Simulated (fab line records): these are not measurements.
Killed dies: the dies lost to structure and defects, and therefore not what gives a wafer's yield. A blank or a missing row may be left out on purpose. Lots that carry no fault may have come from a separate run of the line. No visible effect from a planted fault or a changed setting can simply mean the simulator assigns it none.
Which tool is to blame?	flow sfq_line	Sampling: 14 lots, 42 wafers, 4 of 325 route steps

## WHAT THE GAUGES SHOWED, per wafer
SFQ_I4_OVL_MEAS_928. Usual: I4_OVL gives 0 nm (standard deviation 5.5).
lot	measured	on	I4_OVL (nm)	flag
L889	day 55 14:27	overlay-02	-8 -7 -16	
L890	day 55 16:50	overlay-02	-8 -3 -6	
L891	day 55 19:14	overlay-02	2 1 -1	
L893	day 56 03:51	overlay-02	7 1 -3	
L894	day 56 06:03	overlay-02	10 8 6	
L896	day 56 10:50	overlay-02	-3 -5 -1	
L898	day 56 21:39	overlay-01	-11 -6 0	
L901	day 57 02:26	overlay-01	-1 -3 -5	
L902	day 57 04:50	overlay-01	-4 0 0	
L903	day 57 06:02	overlay-01	-4 -8 -6	
L905	day 57 09:38	overlay-01	0 6 7	
L907	day 62 16:31	overlay-01	6 -3 4	
L908	day 62 18:55	overlay-01	-6 1 -1	
L910	day 63 14:07	overlay-01	6 10 4	

SFQ_JJ_RS_MEAS_929: uses a four-point probe to measure. Usual: JJ_NB_RS gives 1.055 ohm/sq (standard deviation 0.011).
lot	measured	on	JJ_NB_RS (ohm/sq)	flag
L889	day 55 16:38	film_metro-02	1.051 1.040 1.041	
L890	day 55 19:00	film_metro-01	1.055 1.054 1.047	
L891	day 55 21:24	film_metro-01	1.075 1.077 1.079	
L893	day 56 06:37	film_metro-02	1.050 1.032 1.050	
L894	day 56 08:16	film_metro-01	1.065 1.071 1.062	
L896	day 56 13:11	film_metro-02	1.079 1.082 1.063	
L898	day 57 00:01	film_metro-01	1.080 1.051 1.058	
L901	day 57 04:36	film_metro-03	1.050 1.041 1.051	
L902	day 57 07:01	film_metro-01	1.058 1.059 1.065	
L903	day 57 08:49	film_metro-01	1.051 1.048 1.055	
L905	day 57 11:55	film_metro-02	1.050 1.046 1.058	
L907	day 62 18:49	film_metro-03	1.050 1.054 1.054	
L908	day 62 21:07	film_metro-01	1.043 1.039 1.041	
L910	day 63 16:19	film_metro-02	1.070 1.065 1.068	

## EACH LOT AND THE TOOL THAT RAN IT (in order: tool; ch and the chambers of the sampled wafers; start)
lot	SFQ_TRILAYER_I4_VIA_BARC_OPEN_VIA_ETCH_146	SFQ_TRILAYER_JJ_TRILAYER_DEP_SPUTTER_109
L889	rie_diel-03 ch 0,1, day 55 14:28	pvd_sputter-05, day 55 15:26
L890	rie_diel-01 ch 0,1,2, day 55 16:52	pvd_sputter-06, day 55 17:50
L891	rie_diel-03 ch 0,3, day 55 19:16	pvd_sputter-04, day 55 20:14
L893	rie_diel-01 ch 0,2,3, day 56 03:53	pvd_sputter-05, day 56 05:27
L894	rie_diel-02 ch 0,1,2, day 56 06:05	pvd_sputter-04, day 56 07:02
L896	rie_diel-01 ch 0,2,3, day 56 10:52	pvd_sputter-04, day 56 12:00
L898	rie_diel-01 ch 0,3, day 56 21:40	pvd_sputter-06, day 56 22:48
L901	rie_diel-03 ch 1,2,3, day 57 02:28	pvd_sputter-04, day 57 03:26
L902	rie_diel-01 ch 1,3, day 57 04:52	pvd_sputter-06, day 57 05:50
L903	rie_diel-03 ch 2,3, day 57 06:04	pvd_sputter-04, day 57 07:38
L905	rie_diel-03 ch 1,2, day 57 09:40	pvd_sputter-05, day 57 10:43
L907	rie_diel-01 ch 0,1,3, day 62 16:32	pvd_sputter-06, day 62 17:30
L908	rie_diel-02 ch 0,1,3, day 62 18:56	pvd_sputter-05, day 62 19:55
L910	rie_diel-03 ch 0,1,2, day 63 14:08	pvd_sputter-04, day 63 15:06
- SFQ_TRILAYER_I4_VIA_BARC_OPEN_VIA_ETCH_146: etches BARC in O2, target depth 125 nm, time 41.7 s.
- SFQ_TRILAYER_JJ_TRILAYER_DEP_SPUTTER_109: material Nb, target thk 150 nm, time 100 s.

## AS READ BY THE TOOLS THEMSELVES (means over the sampled wafers that have a number; for cases with no such wafer, the mark the record gives instead)
SFQ_TRILAYER_I4_VIA_BARC_OPEN_VIA_ETCH_146. Usual: drypump_motor_current_A 5.65 A, standard deviation 0.27; oes_product_au 0.686 a.u., standard deviation 0.0044.
lot	tool	drypump_motor_current_A (A)	oes_product_au (a.u.)	flag
L889	rie_diel-03	5.69	0.689	
L890	rie_diel-01	5.57	0.689	
L891	rie_diel-03	5.84	0.686	
L893	rie_diel-01	5.69	0.683	
L894	rie_diel-02	5.56	0.690	
L896	rie_diel-01	5.70	0.682	
L898	rie_diel-01	5.56	0.684	
L901	rie_diel-03	5.72	0.686	
L902	rie_diel-01	5.54	0.686	
L903	rie_diel-03	5.66	0.682	
L905	rie_diel-03	5.60	0.687	
L907	rie_diel-01	5.43	0.688	
L908	rie_diel-02	5.84	0.685	
L910	rie_diel-03	5.65	0.685	

SFQ_TRILAYER_JJ_TRILAYER_DEP_SPUTTER_109. Usual: throttle_valve_pct at 30.0 %, with a standard deviation of 1.4.
lot	tool	throttle_valve_pct (%)	flag
L889	pvd_sputter-05	30.3	
L890	pvd_sputter-06	29.7	
L891	pvd_sputter-04	31.3	
L893	pvd_sputter-05	29.5	
L894	pvd_sputter-04	31.2	
L896	pvd_sputter-04	31.1	
L898	pvd_sputter-06	29.7	
L901	pvd_sputter-04	31.0	
L902	pvd_sputter-06	28.8	
L903	pvd_sputter-04	30.8	
L905	pvd_sputter-05	29.3	
L907	pvd_sputter-06	29.1	
L908	pvd_sputter-05	30.3	
L910	pvd_sputter-04	31.2	

## THE ANSWER, worked out from the rows above alone
Rule: lot off if the mean of its wafers having a number is beyond 3 standard deviations from the usual mean. Also off: a lot with no number at a reading for which 4 or more lots have one. Any other lot the step has rows for is counted as sound. First the gauges in route order, then the tools' own readings, where a lot's mean is used as printed above. The first step at which some lot is off is used, and at that step the reading that is off furthest; a lot without a number counts as furthest.
Nothing can be told from this: no lot is off at any reading shown.

## WHAT WAS PUT IN BY THE SIMULATOR
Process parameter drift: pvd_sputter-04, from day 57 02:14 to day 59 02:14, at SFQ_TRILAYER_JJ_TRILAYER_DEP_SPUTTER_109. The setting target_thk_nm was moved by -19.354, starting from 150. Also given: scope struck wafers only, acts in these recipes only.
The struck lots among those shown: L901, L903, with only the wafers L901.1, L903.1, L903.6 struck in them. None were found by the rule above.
